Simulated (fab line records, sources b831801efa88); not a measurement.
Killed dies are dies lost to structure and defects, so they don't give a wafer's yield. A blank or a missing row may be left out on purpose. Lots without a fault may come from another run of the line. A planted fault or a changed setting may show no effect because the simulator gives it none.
Split-lot experiment | flow sky130 | 5 lots, 23 wafers read, on a route of 708 steps

THE SPLIT
At SKY_GATE_OXIDE_COAT_05 (resist thk 1140 nm), the setting resist_thk_nm was moved away from the recipe's 1140 nm on 11 of the 23 wafers read, by -4.0% to +4.3%. The other wafers ran this setting at the recipe's value.

The reading is taken at the split's own step.

THE READING
NOVOLAK_of_GATE_OXIDE_COAT_05.thk_nm (the simulator's own value, which no gauge read), in nm, at SKY_GATE_OXIDE_COAT_05 (resist thk 1140 nm). The file gives no usual value for it. The 12 wafers here that ran the recipe average 1138 nm, standard deviation 2.6 nm.

wafer  | tool, chamber at the split | resist_thk_nm as run, nm | against the recipe | NOVOLAK_of_GATE_OXIDE_COAT_05.thk_nm, nm | against lot-mates on the recipe
L076.1 | litho_track-02, 0          | 1140                     | recipe             | 1139                                     | -
L076.3 | litho_track-02, 0          | 1140                     | recipe             | 1139                                     | -
L076.2 | litho_track-02, 0          | 1094                     | -4.0%              | 1094                                     | -45
L076.4 | litho_track-02, 0          | 1094                     | -4.0%              | 1095                                     | -44
L076.5 | litho_track-02, 0          | 1094                     | -4.0%              | 1092                                     | -47
L078.2 | litho_track-04, 0          | 1140                     | recipe             | 1137                                     | -
L078.5 | litho_track-04, 0          | 1140                     | recipe             | 1139                                     | -
L078.6 | litho_track-04, 0          | 1140                     | recipe             | 1142                                     | -
L079.2 | litho_track-01, 0          | 1119                     | -1.8%              | 1113                                     | -23
L079.3 | litho_track-01, 0          | 1119                     | -1.8%              | 1114                                     | -22
L079.4 | litho_track-01, 0          | 1140                     | recipe             | 1139                                     | -
L079.5 | litho_track-01, 0          | 1119                     | -1.8%              | 1115                                     | -21
L079.6 | litho_track-01, 0          | 1140                     | recipe             | 1133                                     | -
L080.1 | litho_track-04, 0          | 1140                     | recipe             | 1142                                     | -
L080.2 | litho_track-04, 0          | 1189                     | +4.3%              | 1191                                     | +51
L080.3 | litho_track-04, 0          | 1189                     | +4.3%              | 1191                                     | +51
L080.4 | litho_track-04, 0          | 1140                     | recipe             | 1140                                     | -
L080.5 | litho_track-04, 0          | 1140                     | recipe             | 1139                                     | -
L085.1 | litho_track-04, 0          | 1117                     | -2.0%              | 1113                                     | -22
L085.2 | litho_track-04, 0          | 1117                     | -2.0%              | 1113                                     | -22
L085.3 | litho_track-04, 0          | 1140                     | recipe             | 1137                                     | -
L085.5 | litho_track-04, 0          | 1140                     | recipe             | 1134                                     | -
L085.6 | litho_track-04, 0          | 1117                     | -2.0%              | 1116                                     | -20

THE FIT
A straight line over all 23 wafers: NOVOLAK_of_GATE_OXIDE_COAT_05.thk_nm changes by +11.8 nm for each +1% of resist_thk_nm; r = +0.99; the points scatter about the line by 2.7 nm.
The same after taking each lot's own level away (the mean of its wafers on the recipe; 23 wafers): +11.5 nm for each +1%; r = +1.00; scatter 1.8 nm.
On that fit, the largest move of resist_thk_nm shifts the reading by 49 nm.
The lots' own levels span 1135.5 to 1140.3 nm, that is 1.8 times the standard deviation above.
So the lot-to-lot level changes the slope little: the two slopes agree.
Check: with one of the wafers moved furthest among these (+4.3%) left out of the fit, the line predicts +49.2 nm for it against its lot-mates. It came out at +50.7 nm against them.

OTHER SPLITS ON THESE WAFERS
These wafers also went through other splits before the reading. Each is held against what the fit with the lots' levels taken away leaves over:
other split on the same wafers              | wafers away from the commonest value | r with NOVOLAK_of_GATE_OXIDE_COAT_05.thk_nm (lot level and that fit taken away)
SKY_VT_ADJUST_NCORE_EXPOSE_04 dose_mj       | 5                                    | +0.27
SKY_VT_ADJUST_NCORE_DEVELOP_06 dev_temp_c   | 10                                   | -0.05
SKY_VT_ADJUST_HVTR_IMPLANT_09 energy_kev    | 4                                    | +0.02
SKY_VT_ADJUST_PCH_COAT_02 resist_thk_nm     | 8                                    | +0.45
SKY_VT_ADJUST_PCH_DEVELOP_06 develop_time_s | 8                                    | -0.09
SKY_SONOS_TUNNEL_IMPLANT_09 energy_kev      | 7                                    | +0.44
SKY_SONOS_ONO_OXIDATION_00 temp_c           | 15                                   | +0.05
SKY_SONOS_ONO_ETCH_15 source_w              | 8                                    | -0.04

THE WHOLE CHAIN: every reading that the file lists as answering this split, in the file's order
step                    | what it does       | reading                                                                               | change (the file's fit)              | r (the file's)
SKY_GATE_OXIDE_COAT_05  | resist thk 1140 nm | NOVOLAK_of_GATE_OXIDE_COAT_05.thk_nm (the simulator's own value, which no gauge read) | +11.4 nm for each +1% of the setting | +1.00
SKY_GATE_OXIDE_STRIP_13 | strips in O2/N2    | strip_time_to_endpoint_s                                                              | withheld for each +1% of the setting | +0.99

THE FILE'S OWN FIT
NOVOLAK_of_GATE_OXIDE_COAT_05.thk_nm changes by +11.4 nm for each +1% of resist_thk_nm, r = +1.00.
